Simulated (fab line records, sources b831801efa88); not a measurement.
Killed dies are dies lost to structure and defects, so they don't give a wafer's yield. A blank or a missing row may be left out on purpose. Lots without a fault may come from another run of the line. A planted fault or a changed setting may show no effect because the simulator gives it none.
Chamber matching | flow gf180mcu | GF_PASSIVATION_ETCH_11 on rie_diel-01: 4 sister chambers
The step etches the open film in CF4/O2, stops on TiN, target depth 1800 nm, time 400 s. 16 wafers are shown with their chamber, then 8 later ones without.

WAFERS WITH THEIR CHAMBER
wafer  | chamber | drypump_motor_current_A (A) | throttle_valve_pct (%) | oes_product_au (a.u.)
L076.1 | 1       | 5.1                         | 5.951                  | 0.957
L076.3 | 3       | 6.0                         | 5.964                  | 0.967
L076.5 | 2       | 5.3                         | 5.988                  | 0.973
L077.4 | 0       | 5.3                         | 5.951                  | 0.971
L077.5 | 2       | 5.3                         | 5.954                  | 0.974
L077.6 | 1       | 5.1                         | 5.957                  | 0.967
L078.2 | 3       | 6.0                         | 5.965                  | 0.966
L078.5 | 2       | 5.3                         | 5.953                  | 0.959
L078.6 | 1       | 5.1                         | 5.959                  | 0.969
L082.3 | 1       | 5.0                         | 5.966                  | 0.956
L082.5 | 0       | 5.3                         | 5.958                  | 0.962
L082.6 | 3       | 5.9                         | 5.976                  | 0.967
L083.2 | 1       | 5.1                         | 5.958                  | 0.967
L083.5 | 0       | 5.3                         | 5.963                  | 0.965
L083.6 | 1       | 5.1                         | 5.949                  | 0.965
L086.1 | 3       | 5.9                         | 5.967                  | 0.965

SIGNATURES (means of the wafers above)
reading                 | chamber 0 | chamber 1 | chamber 2 | chamber 3 | scatter within a chamber
drypump_motor_current_A | 5.300     | 5.083     | 5.300     | 5.950     | 0.0391
throttle_valve_pct      | 5.95733   | 5.95667   | 5.96500   | 5.96800   | 0.00976
oes_product_au          | 0.96600   | 0.96350   | 0.96867   | 0.96625   | 0.00533
Rule: a wafer's distance from a chamber is the root of the sum, over the readings, of the square of ((its reading less the chamber's mean) divided by the reading's scatter). The wafer belongs to the nearest chamber; if the next one is less than 2 further off, it can't be placed. The scatter: the root of (the sum of the squares of (reading less its chamber's mean) over the shown wafers, divided by (wafers less chambers)).

WAFERS WITHOUT THEIR CHAMBER
wafer  | drypump_motor_current_A (A) | throttle_valve_pct (%) | oes_product_au (a.u.)
L086.3 | 5.1                         | 5.947                  | 0.948
L086.5 | 5.3                         | 5.968                  | 0.976
L090.1 | 6.0                         | 5.969                  | 0.960
L090.2 | 5.1                         | 5.975                  | 0.962
L090.3 | 5.3                         | 5.948                  | 0.961
L092.3 | 5.2                         | 5.966                  | 0.965
L092.5 | 5.1                         | 5.962                  | 0.965
L092.6 | 5.2                         | 5.959                  | 0.966

WHICH CHAMBER EACH WENT THROUGH
wafer  | from the rows above          | in truth
L086.3 | 1                            | 1
L086.5 | can't be placed: 2 or 0      | 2
L090.1 | 3                            | 3
L090.2 | 1                            | 1
L090.3 | can't be placed: 0 or 2      | 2
L092.3 | can't be placed: 2 or 0 or 1 | 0
L092.5 | 1                            | 1
L092.6 | can't be placed: 0 or 2 or 1 | 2
Placed correctly: 4 of 8. Can't be placed from these rows: 4 (the true chamber is among the candidates in 4). Placed wrongly: 0.
